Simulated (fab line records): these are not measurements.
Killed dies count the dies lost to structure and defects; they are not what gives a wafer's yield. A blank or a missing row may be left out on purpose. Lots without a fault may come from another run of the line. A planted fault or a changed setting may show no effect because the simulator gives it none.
A lot that was struck, set against a sound lot | flow sfq-line | 14 steps out of a route of 325
Sound: these wafers, L409.1, L409.2, L409.4. The struck wafers were L411.1, L411.5, L411.6. The cause is given at the end.
For every step that has rows: the tool of each side, followed by ch and its chambers, followed by its first start. Under that, the readings that differ: sound wafers | struck wafers | difference of the means | sigmas: that difference in standard deviations of wafers without a fault.
alike: readings with means less than 2 such deviations apart, plus words and numbers identical on both sides. not compared: withheld readings, readings lacking a value on some wafer, bounds such as >300 that could conceal the same value, and numbers that have no deviation in the record and whose values overlap.
A row with sigmas, a row that says differs or no value, or rows on one side alone: a step with any of these is where the two part. Numbers that have no deviation but don't overlap get no sigmas and don't part them. A reading missing from all wafers of one side parts the sides only when that side holds two or more wafers.

first, 1 step without rows for these wafers: SFQ_TRILAYER_JJ_CE_LITHO_DEVELOP_116 (time 60 s).
SFQ_JJ_OVL_MEAS_931:
  sound on overlay-01 at day 52 15:58; struck on overlay-01 at day 52 19:34
  reading     | sound  | struck     | difference | sigmas
  J5_OVL (nm) | 9 13 8 | -12 -3 -14 | -20        | -3
SFQ_TRILAYER_JJ_CE_METRO_MEASURE_117:
  sound on cd-sem-01 at day 52 15:59; struck on cd-sem-01 at day 52 19:35
  alike: cd-nm
SFQ_TRILAYER_JJ_CE_BARC_OPEN_RIE_150: chemistry O2, target BARC, target depth 240 nm, time 80 s.
  sound on rie-metal-03 ch 0,1, day 52 17:11; struck on rie-metal-01 ch 0,1, day 52 20:47
  alike: drypump-motor-current-A, oes-product-au
  not compared: rf-hours-counter-h
SFQ_TRILAYER_JJ_CE_ETCH_RIE_118: chemistry SF6, target Nb, stops on Al2O3, time 97.7 s, target depth 170 nm.
  sound on rie-metal-03 ch 0,1, day 52 17:17; struck on rie-metal-01 ch 0,1, day 52 20:53
  reading               | sound             | struck            | difference | sigmas
  oes-product-au (a.u.) | 0.978 0.972 0.980 | 0.997 0.995 0.995 | +0.019     | +2
  alike: drypump-motor-current-A
  not compared: rf-hours-counter-h
following that, these wafers have no rows for 1 step: SFQ_TRILAYER_JJ_ANODIZE_ANODIZE_119.
SFQ_TRILAYER_JJ_CE_STRIP_STRIP_120: strips in O2.
  sound on rie-metal-01 ch 0,1, day 52 17:53; struck on rie-metal-03 ch 0,1, day 52 21:29
  reading               | sound             | struck            | difference | sigmas
  oes-product-au (a.u.) | 1.003 1.006 1.016 | 0.988 0.989 0.986 | -0.021     | -2
  alike: drypump-motor-current-A
  not compared: rf-hours-counter-h
then, 5 steps without rows for these wafers: SFQ_TRILAYER_JJ_CE_STRIP_SOLV_CLEAN_121 (cleans in NMP, time 600 s); SFQ_TRILAYER_M5_LITHO_COAT_128 (resist thk 62 nm); SFQ_TRILAYER_M5_LITHO_COAT_123 (resist thk 600 nm); SFQ_TRILAYER_M5_LITHO_SOFTBAKE_127; SFQ_TRILAYER_M5_LITHO_EXPOSE_124 (exposes mask M5, target cd 700 nm).
-- the record jumps here: 5 days lie between the struck wafers' starts before and after --
SFQ_TRILAYER_M5_LITHO_PEB_126: peb time 60 s.
  struck on litho-track-01, day 58 04:57; sound on litho-track-03 ch 0, day 57 21:53
  no value came back on the struck wafers for chill-plate-temp-C (C), exhaust-pa (Pa); on the sound wafers chill-plate-temp-C (C) reads 23.04 22.97 23.14
then, 1 step without rows for these wafers: SFQ_TRILAYER_M5_LITHO_DEVELOP_125 (time 60 s).

== WHERE THEY PART ==
Earliest at SFQ_JJ_OVL_MEAS_931; latest, in this record, at SFQ_TRILAYER_M5_LITHO_PEB_126.

WHY: whatever the simulator had introduced
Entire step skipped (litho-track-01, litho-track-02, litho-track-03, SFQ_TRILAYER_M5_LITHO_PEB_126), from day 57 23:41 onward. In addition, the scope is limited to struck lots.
